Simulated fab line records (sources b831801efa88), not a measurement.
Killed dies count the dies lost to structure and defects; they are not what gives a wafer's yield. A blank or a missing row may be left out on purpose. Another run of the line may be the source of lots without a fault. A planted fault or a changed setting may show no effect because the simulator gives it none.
Comparing a struck lot with a sound one	flow sfq-line	32 steps out of a route of 325
Sound: these wafers, L259.3, L259.4, L259.5. Struck: wafer L266.5. (L266.2 of the same lot was not struck and is left out.) The cause comes at the end.
At each step with rows: each side's tool, then ch and its chambers, then its first start. Under that, the readings that differ: sound wafers	struck wafers	difference of the means	sigmas: that difference in standard deviations of wafers without a fault.
alike: readings with means less than 2 such deviations apart, plus words and numbers identical on both sides. not compared: withheld readings, readings lacking a value on some wafer, bounds such as >300 that could conceal the same value, and numbers that have no deviation in the record and whose values overlap.
Wherever a step has rows on one side only, a row that says differs or no value, or a row with sigmas, the two part there. Non-overlapping numbers with no deviation appear without sigmas and do not part them. Lack of a reading on every wafer of one side parts them only where that side has two or more wafers.

SFQ_INCOMING_BOW_MEAS_900:
  struck on film-metro-03, day 3 22:01; sound on film-metro-04, day 2 11:02
  alike: INCOMING_BOW
then, 1 step without rows for these wafers: SFQ_TRILAYER_INCOMING_OXIDATION_002 (target thk 500 nm, ox time 4939 s).
SFQ_TRILAYER_L0_DEP_SPUTTER_003: material MoNx KI, target thk 40 nm, time 100 s.
  struck on pvd-sputter-03, day 4 00:29; sound on pvd-sputter-03, day 2 13:29
reading	sound	struck	difference	sigmas
model.MoNx_KI_of_TRILAYER_L0_DEP_SPUTTER_003.thk-nm (nm)	39.93 39.61 39.88	56.22	+16.41	
  alike: throttle-valve-pct
SFQ_L0_RS_MEAS_901: measures by four-point-probe.
  struck on film-metro-02, day 4 00:35; sound on film-metro-01, day 2 13:36
reading	sound	struck	difference	sigmas
L0_MONX_KI_RS (ohm/sq)	43.6 43.9 43.7	30.9	-12.8	-27
SFQ_L0_THK_MEAS_902: measures by xrf.
  struck on film-metro-02, day 4 00:41; sound on film-metro-01, day 2 13:42
reading	sound	struck	difference	sigmas
L0_MONX_KI_THK (nm)	39.6 38.9 39.6	55.6	+16.2	+34
then, 7 steps without rows for these wafers: SFQ_TRILAYER_L0_LITHO_COAT_010 (resist thk 62 nm); SFQ_TRILAYER_L0_LITHO_COAT_005 (resist thk 600 nm); SFQ_TRILAYER_L0_LITHO_SOFTBAKE_009; SFQ_TRILAYER_L0_LITHO_EXPOSE_006 (exposes mask L0, target cd 2000 nm); SFQ_TRILAYER_L0_LITHO_PEB_008 (peb time 60 s); SFQ_TRILAYER_L0_LITHO_DEVELOP_007 (time 60 s); SFQ_TRILAYER_L0_BARC_OPEN_METAL_ETCH_010 (etches BARC in O2, target depth 125 nm, time 41.7 s).
-- the record jumps here: 3 days lie between the struck wafers' starts before and after --
SFQ_TRILAYER_L0_ETCH_METAL_ETCH_008: etches MoNx KI in SF6/O2, stops on SiO2, target depth 50 nm, time 25 s.
  sound on rie-metal-02 ch 0,1, day 5 16:32; struck on rie-metal-04 ch 1, day 7 02:07
reading	sound	struck	difference	sigmas
oes-product-au (a.u.)	0.871 0.868 0.876	0.994	+0.122	+17
  alike: drypump-motor-current-A, he-backside-leak-sccm
  not compared: rf-hours-counter-h
SFQ_TRILAYER_L0_STRIP_STRIP_009: strips in O2.
  sound on rie-metal-02 ch 0,1, day 5 16:46; struck on rie-metal-04 ch 1, day 7 02:10
  alike: drypump-motor-current-A, he-backside-leak-sccm, oes-product-au
  not compared: rf-hours-counter-h
then, 1 step without rows for these wafers: SFQ_TRILAYER_L0_STRIP_SOLV_CLEAN_010 (cleans in NMP, time 600 s).
SFQ_TRILAYER_L0_CAP_PECVD_011: deposits SiO2 from SiH4/N2O, time 13.333 s, target thk 60 nm.
  sound on pecvd-02 ch 1,2, day 5 17:21; struck on pecvd-03 ch 1, day 7 02:57
reading	sound	struck	difference	sigmas
throttle-valve-pct (%)	24.9 23.4 24.8	26.1	+1.7	+3
  alike: chamber-pressure-Torr, heater-power-w
  not compared: since-wet-clean-h
then, 6 steps without rows for these wafers: SFQ_TRILAYER_L0_VIA_LITHO_COAT_018 (resist thk 62 nm); SFQ_TRILAYER_L0_VIA_LITHO_COAT_013 (resist thk 650 nm); SFQ_TRILAYER_L0_VIA_LITHO_SOFTBAKE_017; SFQ_TRILAYER_L0_VIA_LITHO_EXPOSE_014 (exposes mask L0V, target cd 700 nm); SFQ_TRILAYER_L0_VIA_LITHO_PEB_016 (peb time 60 s); SFQ_TRILAYER_L0_VIA_LITHO_DEVELOP_015 (time 60 s).
-- the record jumps here: 3 days lie between the struck wafers' starts before and after --
SFQ_L0V_OVL_MEAS_903:
  struck on overlay-01, day 10 14:37; sound on overlay-02, day 9 07:19
  alike: L0V_OVL
SFQ_TRILAYER_L0_VIA_BARC_OPEN_VIA_ETCH_021: etches BARC in O2, target depth 125 nm, time 41.7 s.
  sound on rie-diel-03 ch 0,2, day 9 07:21; struck on rie-diel-02 ch 3, day 10 14:39
  alike: drypump-motor-current-A, oes-product-au
  not compared: rf-hours-counter-h
SFQ_TRILAYER_L0_VIA_ETCH_VIA_ETCH_016: etches SiO2 in CHF3, stops on MoNx KI, target depth 80 nm.
  sound on rie-diel-03 ch 0,2, day 9 07:23; struck on rie-diel-02 ch 3, day 10 14:41
  alike: drypump-motor-current-A, oes-product-au
then, 3 steps without rows for these wafers: SFQ_TRILAYER_L0_VIA_STRIP_STRIP_017 (strips in O2); SFQ_TRILAYER_L0_VIA_STRIP_SOLV_CLEAN_018 (cleans in NMP, time 600 s); SFQ_TRILAYER_M0_DEP_PRE_CLEAN_020 (time 15 s).
SFQ_TRILAYER_M0_DEP_SPUTTER_019: material Nb, target thk 200 nm, time 133.3 s.
  struck on pvd-sputter-04, day 10 15:32; sound on pvd-sputter-05, day 9 08:14
  alike: resputter-cathode-voltage-v, throttle-valve-pct
SFQ_M0_RS_MEAS_904: measures by four-point-probe.
  struck on film-metro-01, day 10 15:38; sound on film-metro-02, day 9 08:22
  alike: M0_NB_RS
then, 1 step without rows for these wafers: SFQ_TRILAYER_M0_LITHO_COAT_026 (resist thk 62 nm).
-- the record jumps here: 71 days lie between the struck wafers' starts before and after --
SFQ_M8_BOW_MEAS_951:
  struck on film-metro-03, day 81 23:00; sound on film-metro-04, day 80 19:44
reading	sound	struck	difference	sigmas
model.etest.l0.ohm-sq	43.55 43.9 43.61	30.93	-12.76	
model.etest.l0.comb-log10-ohm	12 12 12	0	-12	
  alike: M8_BOW

## WHERE THEY PART
Earliest at SFQ_L0_RS_MEAS_901; latest, in this record, at SFQ_TRILAYER_L0_CAP_PECVD_011. Later steps at which nothing parts them and some readings are alike: SFQ_L0V_OVL_MEAS_903, SFQ_TRILAYER_L0_VIA_BARC_OPEN_VIA_ETCH_021, SFQ_TRILAYER_L0_VIA_ETCH_VIA_ETCH_016, SFQ_TRILAYER_M0_DEP_SPUTTER_019, SFQ_M0_RS_MEAS_904, SFQ_M8_BOW_MEAS_951.

WHY: whatever the simulator had introduced
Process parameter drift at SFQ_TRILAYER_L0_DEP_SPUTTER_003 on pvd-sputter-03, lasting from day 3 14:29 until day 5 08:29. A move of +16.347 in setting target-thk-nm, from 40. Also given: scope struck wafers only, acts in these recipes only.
